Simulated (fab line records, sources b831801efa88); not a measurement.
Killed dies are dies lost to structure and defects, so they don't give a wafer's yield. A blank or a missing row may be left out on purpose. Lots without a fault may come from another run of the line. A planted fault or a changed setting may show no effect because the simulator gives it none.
A struck lot beside a sound one | flow sky130 | 15 steps out of a route of 708
Sound: wafers L330.2, L330.4, L330.6. Struck: wafer L343.1. (L343.3 of the same lot was not struck and is left out.) The cause comes at the end.
At each step with rows: each side's tool, then ch and its chambers, then its first start. Under that, the readings that differ: sound wafers | struck wafers | difference of the means | sigmas: that difference in standard deviations of wafers without a fault.
alike: readings whose means differ by less than 2 such deviations, and words and numbers that are the same on both sides. not compared: withheld readings, readings that some wafer has no value for, bounds like >300 that may hide the same value, and numbers for which the record gives no deviation and whose values overlap.
The two part at a step that has a row with sigmas, a row that says differs or no value, or rows on one side only. Numbers that don't overlap but have no deviation are shown without sigmas and don't part them. A reading that every wafer of one side lacks parts them only if that side has two wafers or more.

first, 1 step without rows for these wafers: SKY_METAL5_CLEAN_19 (cleans in O3/DIW).
SKY_PASSIVATION_CVD_00: deposits SiO2, target thk 90 nm.
  sound on pecvd-01 ch 0,2, day 45 15:34; struck on pecvd-01 ch 1, day 48 14:44
  alike: heater_power_w
SKY_PASSIVATION_THK_MEAS_01:
  sound on film_metro-04, day 45 15:35; struck on film_metro-01, day 48 14:46
  alike: PASSIVATION_CVD_00_THK
SKY_PASSIVATION_CVD_02: deposits Si3N4, target thk 540 nm.
  sound on pecvd-03 ch 0,2, day 45 15:38; struck on pecvd-02 ch 1, day 48 14:49
  alike: heater_power_w
SKY_PASSIVATION_THK_MEAS_03:
  sound on film_metro-03, day 45 15:53; struck on film_metro-03, day 48 15:03
  alike: PASSIVATION_CVD_02_THK
then, 7 steps without rows for these wafers: SKY_PASSIVATION_DEHYDRATE_04 (time 60 s); SKY_PASSIVATION_HMDS_05 (prime time 60 s); SKY_PASSIVATION_COAT_06 (resist thk 3000 nm); SKY_PASSIVATION_SOFTBAKE_07; SKY_PASSIVATION_EXPOSE_08 (exposes mask NSM, target cd 3000 nm); SKY_PASSIVATION_PEB_09; SKY_PASSIVATION_DEVELOP_10 (develop time 60 s).
SKY_PASSIVATION_ETCH_11: etches the open film in CF4/O2, stops on AlCu, target depth 725 nm, time 161.1 s.
  sound on rie_diel-01 ch 0,1,3, day 46 12:22; struck on rie_diel-01 ch 3, day 49 08:52
  reading                                       | sound             | struck | difference | sigmas
  run_length_s (s)                              | 189.7 189.9 190.2 | 181.1  | -8.8       | -19
  model.coat_of_PASSIVATION_COAT_06.thk_nm (nm) | 2530 2522 2529    | 2559   | +32        |
  model.PASSIVATION.feature_depth_nm (nm)       | 708.5 710.1 707.6 | 686.7  | -22.0      |
  model.etch.depth_nm (nm)                      | 708.5 710.1 707.6 | 686.7  | -22.0      |
  alike: O2_flow_sccm, drypump_motor_current_A, oes_product_au, throttle_valve_pct
  not compared: rf_hours_counter_h
SKY_PASSIVATION_STRIP_12: strips in O2/N2.
  sound on plasma_asher-01 ch 0, day 46 12:29; struck on plasma_asher-02 ch 1, day 49 08:59
  reading                      | sound             | struck | difference | sigmas
  drypump_motor_current_A (A)  | 6.6 6.6 6.6       | 5.4    | -1.2       | -2
  strip_time_to_endpoint_s (s) | 31.69 31.59 31.67 | 31.99  | +0.34      | +2
  alike: oes_product_au
  not compared: rf_hours_counter_h
SKY_PAD_OPEN_PROBE_99:
  sound on prober-02, day 47 11:56; struck on prober-01, day 50 04:35
  reading | sound | struck                   | difference                   | sigmas
  hold    | - - - | await_dispo/3.6h/release | no value on the sound wafers |
  alike: defect_limited_yield, killed_at_M0_to_M3, killed_at_M4_up, killed_at_contacts, killed_at_front_end, killed_at_other, killed_dies, killed_open, killed_short, sort_bin_3_pad_short, sort_bin_5_function, sort_bin_6_memory, sort_n_pass, sort_yield_pct

WHERE THEY PART
First at SKY_PASSIVATION_ETCH_11; last, within this record, at SKY_PAD_OPEN_PROBE_99.

WHY: what the simulator had put in
Process parameter drift: rie_diel-01, from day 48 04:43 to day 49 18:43, at SKY_PASSIVATION_ETCH_11. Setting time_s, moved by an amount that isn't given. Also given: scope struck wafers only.
